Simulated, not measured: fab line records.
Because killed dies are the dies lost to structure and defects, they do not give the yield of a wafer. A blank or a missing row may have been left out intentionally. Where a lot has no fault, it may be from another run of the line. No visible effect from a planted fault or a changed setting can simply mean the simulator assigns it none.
Which tool was responsible? | flow gf180mcu | Sampling: 13 lots, 39 wafers, 7 of 602 route steps

== WHAT EACH GAUGE READ, for each wafer ==
GF_POLY_GATE_CD_MEAS_10 targets a cd of 280 nm. Usual: cd-nm at 280.1 nm, with a standard deviation of 1.1.
lot  | measured     | on        | cd-nm (nm)        | flag
L388 | day 9 07:48  | cd-sem-02 | 281.3 281.5 281.7 |
L389 | day 9 12:16  | cd-sem-01 | 279.4 280.6 279.4 |
L391 | day 10 02:05 | cd-sem-01 | 279.8 278.4 278.2 |
L392 | day 10 08:05 | cd-sem-01 | 281.0 279.5 279.3 |
L396 | day 11 12:04 | cd-sem-01 | 279.7 279.2 279.9 |
L397 | day 11 23:54 | cd-sem-02 | 279.9 279.7 280.2 |
L399 | day 12 12:16 | cd-sem-01 | 282.0 282.9 283.2 |
L401 | day 13 01:12 | cd-sem-01 | 279.5 279.6 279.5 |
L405 | day 14 08:02 | cd-sem-02 | 281.1 280.2 281.0 |
L406 | day 14 10:37 | cd-sem-02 | 279.2 279.7 279.3 |
L407 | day 14 22:25 | cd-sem-02 | 281.2 280.6 281.2 |
L409 | day 15 11:12 | cd-sem-01 | 279.1 279.9 279.8 |
L410 | day 15 17:28 | cd-sem-02 | 280.2 279.4 279.1 |

GF_POLY_GATE_CD_MEAS_18. Usual: cd-nm at 279.9 nm, with a standard deviation of 1.5.
lot  | measured     | on        | cd-nm (nm)        | flag
L388 | day 9 10:40  | cd-sem-02 | 281.8 281.1 283.1 |
L389 | day 9 14:13  | cd-sem-02 | 278.7 280.3 279.5 |
L391 | day 10 03:49 | cd-sem-01 | 278.8 278.5 277.3 |
L392 | day 10 10:50 | cd-sem-02 | 281.6 279.3 280.1 |
L396 | day 11 14:37 | cd-sem-02 | 279.7 281.3 282.0 |
L397 | day 12 01:39 | cd-sem-01 | 279.0 278.2 279.7 |
L399 | day 12 13:59 | cd-sem-02 | 281.3 282.3 282.6 |
L401 | day 13 02:55 | cd-sem-01 | 280.9 280.1 281.2 |
L405 | day 14 10:57 | cd-sem-02 | 282.5 279.8 281.0 |
L406 | day 14 13:40 | cd-sem-02 | 279.6 279.7 277.3 |
L407 | day 15 00:08 | cd-sem-02 | 281.4 279.0 280.3 |
L409 | day 15 12:55 | cd-sem-01 | 279.3 280.0 278.9 |
L410 | day 15 19:22 | cd-sem-02 | 279.5 279.5 279.3 |

GF_HV_LDD_OVL_MEAS_20. Usual: HV_LDD_01_OVL 1.1 nm, standard deviation 1.6.
lot  | measured     | on         | HV_LDD_01_OVL (nm) | flag
L388 | day 10 22:26 | overlay-01 | 0.5 1.2 -1.4       |
L389 | day 11 03:10 | overlay-01 | 0.4 -0.6 0.0       |
L391 | day 11 16:28 | overlay-02 | 0.0 -0.1 1.8       |
L392 | day 12 00:55 | overlay-02 | 1.8 2.5 4.0        |
L396 | day 13 06:10 | overlay-02 | 3.4 2.2 3.2        |
L397 | day 13 17:38 | overlay-01 | -0.3 -0.7 -0.2     |
L399 | day 14 06:50 | overlay-02 | 0.8 0.2 0.3        |
L401 | day 14 19:37 | overlay-01 | 1.7 -0.1 0.5       |
L405 | day 16 06:22 | overlay-02 | 4.4 4.3 4.0        |
L406 | day 16 08:56 | overlay-01 | 0.5 2.6 0.4        |
L407 | day 16 20:49 | overlay-02 | 1.3 0.5 1.2        |
L409 | day 17 09:44 | overlay-01 | 3.0 2.2 2.0        |
L410 | day 17 16:07 | overlay-01 | -0.5 0.2 2.3       |

GF_HV_LDD_CD_MEAS_31 targets a cd of 400 nm. Usual: cd-nm at 399.6 nm, with a standard deviation of 2.3.
lot  | measured     | on        | cd-nm (nm)        | flag
L388 | day 11 16:45 | cd-sem-01 | 401.9 400.9 400.0 |
L389 | day 11 21:14 | cd-sem-02 | 395.2 396.7 398.3 |
L391 | day 12 12:41 | cd-sem-01 | 398.5 399.4 400.1 |
L392 | day 12 20:41 | cd-sem-01 | 401.8 400.0 401.8 |
L396 | day 14 03:03 | cd-sem-02 | 399.5 398.3 398.5 |
L397 | day 14 14:13 | cd-sem-01 | - - -             | OFF
L399 | day 15 03:44 | cd-sem-02 | 401.1 398.3 398.1 |
L401 | day 15 17:05 | cd-sem-01 | 401.4 401.4 402.2 |
L405 | day 17 04:54 | cd-sem-02 | 398.5 397.5 397.6 |
L406 | day 17 07:40 | cd-sem-01 | 399.9 396.6 398.5 |
L407 | day 17 19:46 | cd-sem-02 | 402.3 403.2 402.7 |
L409 | day 18 09:41 | cd-sem-01 | 396.7 398.1 396.9 |
L410 | day 18 15:55 | cd-sem-02 | 400.8 400.6 400.8 |

GF_HV_LDD_TW_MEAS_38. Usual: HV_LDD_3_TW 1436, standard deviation 13.
lot  | measured     | on            | HV_LDD_3_TW    | flag
L388 | day 11 17:37 | film-metro-01 | 1444 1445 1440 |
L389 | day 11 22:06 | film-metro-03 | 1428 1430 1422 |
L391 | day 12 13:36 | film-metro-03 | 1418 1423 1413 |
L392 | day 12 21:32 | film-metro-02 | 1437 1433 1435 |
L396 | day 14 03:55 | film-metro-02 | 1424 1433 1429 |
L397 | day 14 15:02 | film-metro-02 | 30 30 30       | OFF
L399 | day 15 04:36 | film-metro-01 | 1453 1454 1450 |
L401 | day 15 17:57 | film-metro-01 | 1453 1447 1455 |
L405 | day 17 05:45 | film-metro-03 | 1421 1425 1431 |
L406 | day 17 08:30 | film-metro-03 | 1429 1424 1423 |
L407 | day 17 20:38 | film-metro-01 | 1457 1463 1456 |
L409 | day 18 10:32 | film-metro-02 | 1436 1434 1441 |
L410 | day 18 16:46 | film-metro-03 | 1433 1430 1431 |

GF_HV_LDD_TW_MEAS_50. Usual: HV_LDD_4_TW 571, standard deviation 5.3.
lot  | measured     | on            | HV_LDD_4_TW    | flag
L388 | day 12 13:18 | film-metro-01 | 575 573 573    |
L389 | day 12 17:01 | film-metro-03 | 562 565 564    |
L391 | day 13 09:47 | film-metro-02 | 577 571 574    |
L392 | day 13 18:13 | film-metro-02 | 580 577 575    |
L396 | day 15 00:52 | film-metro-01 | 576 579 581    |
L397 | day 15 12:43 | film-metro-03 | 1456 1455 1459 | OFF
L399 | day 16 03:11 | film-metro-02 | 572 576 576    |
L401 | day 16 16:43 | film-metro-03 | 565 562 566    |
L405 | day 18 05:23 | film-metro-03 | 571 572 571    |
L406 | day 18 07:54 | film-metro-03 | 567 568 567    |
L407 | day 18 20:54 | film-metro-02 | 572 570 572    |
L409 | day 19 10:45 | film-metro-01 | 577 577 574    |
L410 | day 19 16:54 | film-metro-01 | 572 575 575    |

== TOOL THAT RAN EACH LOT (tool first, then ch and the chambers of the sampled wafers, then the start) ==
lot  | GF_HV_LDD_EXPOSE_28
L388 | iline-stepper-02 ch 0, day 11 07:49
L389 | iline-stepper-01 ch 0, day 11 12:31
L391 | iline-stepper-01 ch 0, day 12 02:25
L392 | iline-stepper-01 ch 0, day 12 10:58
L396 | iline-stepper-02 ch 0, day 13 16:54
L397 | iline-stepper-01 ch 0, day 14 04:26
L399 | iline-stepper-01 ch 0, day 14 17:40
L401 | iline-stepper-02 ch 0, day 15 06:57
L405 | iline-stepper-01 ch 0, day 16 17:48
L406 | iline-stepper-01 ch 0, day 16 20:37
L407 | iline-stepper-01 ch 0, day 17 08:14
L409 | iline-stepper-01 ch 0, day 17 21:52
L410 | iline-stepper-02 ch 0, day 18 04:26
- GF_HV_LDD_EXPOSE_28: exposes mask Nplus HV AREA, target cd 400 nm.

== WHAT THE TOOLS THEMSELVES READ (means of the sampled wafers that have a number; where no wafer has one, the mark that the record gives instead) ==
The record holds no such reading with a usual standard deviation.

== THE ANSWER, worked out from the rows above alone ==
Rule: lot off if the mean of its wafers having a number is beyond 3 standard deviations from the usual mean. A lot without any number at a reading at which 4 lots or more have one is off too. All remaining lots with rows at the step are treated as sound. First the gauges in route order, then the tools' own readings, where a lot's mean is used as printed above. The first step at which some lot is off is used, and at that step the reading that is off furthest; a lot without a number counts as furthest.
Off at GF_HV_LDD_CD_MEAS_31 (cd-nm): L397. Without a number there: L397.
If a tool, at a process step before that reading, ran all the lots that are off and no sound lot after the first of them, it fits. The gauges at GF_HV_LDD_CD_MEAS_31 aren't tried: what is off there is off at GF_HV_LDD_TW_MEAS_38 too, on other tools, and a gauge's error can't cause that. Not one of the candidates tried fits.

== WHAT THE SIMULATOR HAD PUT IN ==
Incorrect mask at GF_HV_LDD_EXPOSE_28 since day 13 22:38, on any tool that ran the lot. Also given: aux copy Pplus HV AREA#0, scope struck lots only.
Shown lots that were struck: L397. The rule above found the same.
